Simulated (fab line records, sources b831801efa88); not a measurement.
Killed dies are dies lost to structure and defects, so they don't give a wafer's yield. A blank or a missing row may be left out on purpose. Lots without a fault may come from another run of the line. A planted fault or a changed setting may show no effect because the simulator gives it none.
Split-lot experiment | flow gf180mcu | 5 lots, 23 wafers read, on a route of 602 steps

THE SPLIT
At GF_V1_CVD_02 (deposits SiO2 from TEOS, target thk 850 nm, time 94.851 s), the setting time_s was moved away from the recipe's 94.851 s on 5 of the 23 wafers read, by -9.4% to +12.1%. The other wafers ran this setting at the recipe's value.

The file shows no step between the split and the reading.

THE READING
V1_CVD_02_THK, in nm, at GF_V1_THK_MEAS_03. Fault-free wafers of this fab line usually give 851 nm, standard deviation 11 nm.

wafer  | tool, chamber at the split | time_s as run, s | against the recipe | V1_CVD_02_THK, nm | against lot-mates on the recipe
L074.1 | pecvd-02, 0                | 94.851           | recipe             | 837               | -
L074.2 | pecvd-02, 1                | 106.3            | +12.1%             | 942               | +98
L074.3 | pecvd-02, 2                | 94.851           | recipe             | 842               | -
L074.5 | pecvd-02, 0                | 106.3            | +12.1%             | 972               | +128
L074.6 | pecvd-02, 1                | 94.851           | recipe             | 853               | -
L075.2 | pecvd-03, 0                | 94.851           | recipe             | 839               | -
L075.4 | pecvd-03, 2                | 94.851           | recipe             | 855               | -
L075.5 | pecvd-03, 0                | 94.851           | recipe             | 855               | -
L082.2 | pecvd-04, 0                | 94.851           | recipe             | 835               | -
L082.3 | pecvd-04, 0                | 85.91            | -9.4%              | 772               | -82
L082.4 | pecvd-04, 2                | 94.851           | recipe             | 872               | -
L082.5 | pecvd-04, 0                | 85.91            | -9.4%              | 776               | -78
L082.6 | pecvd-04, 2                | 85.91            | -9.4%              | 786               | -68
L083.1 | pecvd-03, 2                | 94.851           | recipe             | 828               | -
L083.2 | pecvd-03, 0                | 94.851           | recipe             | 833               | -
L083.3 | pecvd-03, 1                | 94.851           | recipe             | 825               | -
L083.4 | pecvd-03, 1                | 94.851           | recipe             | 839               | -
L083.5 | pecvd-03, 0                | 94.851           | recipe             | 845               | -
L085.1 | pecvd-02, 1                | 94.851           | recipe             | 849               | -
L085.2 | pecvd-02, 2                | 94.851           | recipe             | 843               | -
L085.3 | pecvd-02, 0                | 94.851           | recipe             | 847               | -
L085.5 | pecvd-02, 2                | 94.851           | recipe             | 860               | -
L085.6 | pecvd-02, 0                | 94.851           | recipe             | 864               | -

THE FIT
A straight line over all 23 wafers: V1_CVD_02_THK changes by +8.26 nm for each +1% of time_s; r = +0.95; the points scatter about the line by 13 nm.
The same after taking each lot's own level away (the mean of its wafers on the recipe; 23 wafers): +8.73 nm for each +1%; r = +0.97; scatter 11 nm.
On that fit, the largest move of time_s shifts the reading by 1.1e+02 nm.
The lots' own levels span 834.0 to 853.5 nm, that is 1.8 times the standard deviation above.
So the lot-to-lot level changes the slope little: the two slopes agree.
Check: with one of the wafers moved furthest among these (+12.1%) left out of the fit, the line predicts +111 nm for it against its lot-mates. It came out at +98 nm against them.

OTHER SPLITS ON THESE WAFERS
These wafers also went through other splits before the reading. Each is held against what the fit with the lots' levels taken away leaves over:
other split on the same wafers       | wafers away from the commonest value | r with V1_CVD_02_THK (lot level and that fit taken away)
GF_M1_SPUTTER_03 chamber_pressure_pa | 15                                   | +0.15
GF_M1_STRIP_17 power_w               | 5                                    | -0.18

THE WHOLE CHAIN: every reading that the file lists as answering this split, in the file's order
step              | what it does                                              | reading                                                                   | change (the file's fit)              | r (the file's)
GF_V1_CVD_02      | deposits SiO2 from TEOS, target thk 850 nm, time 94.851 s | SiO2_of_V1_CVD_02.thk_nm (the simulator's own value, which no gauge read) | +8.85 nm for each +1% of the setting | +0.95
GF_V1_THK_MEAS_03 |                                                           | V1_CVD_02_THK                                                             | +8.85 for each +1% of the setting    | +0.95
GF_V1_CMP_04      | polishes SiO2                                             | time_to_endpoint_s                                                        | withheld for each +1% of the setting | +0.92

THE FILE'S OWN FIT
V1_CVD_02_THK changes by +8.85 nm for each +1% of time_s, r = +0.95.
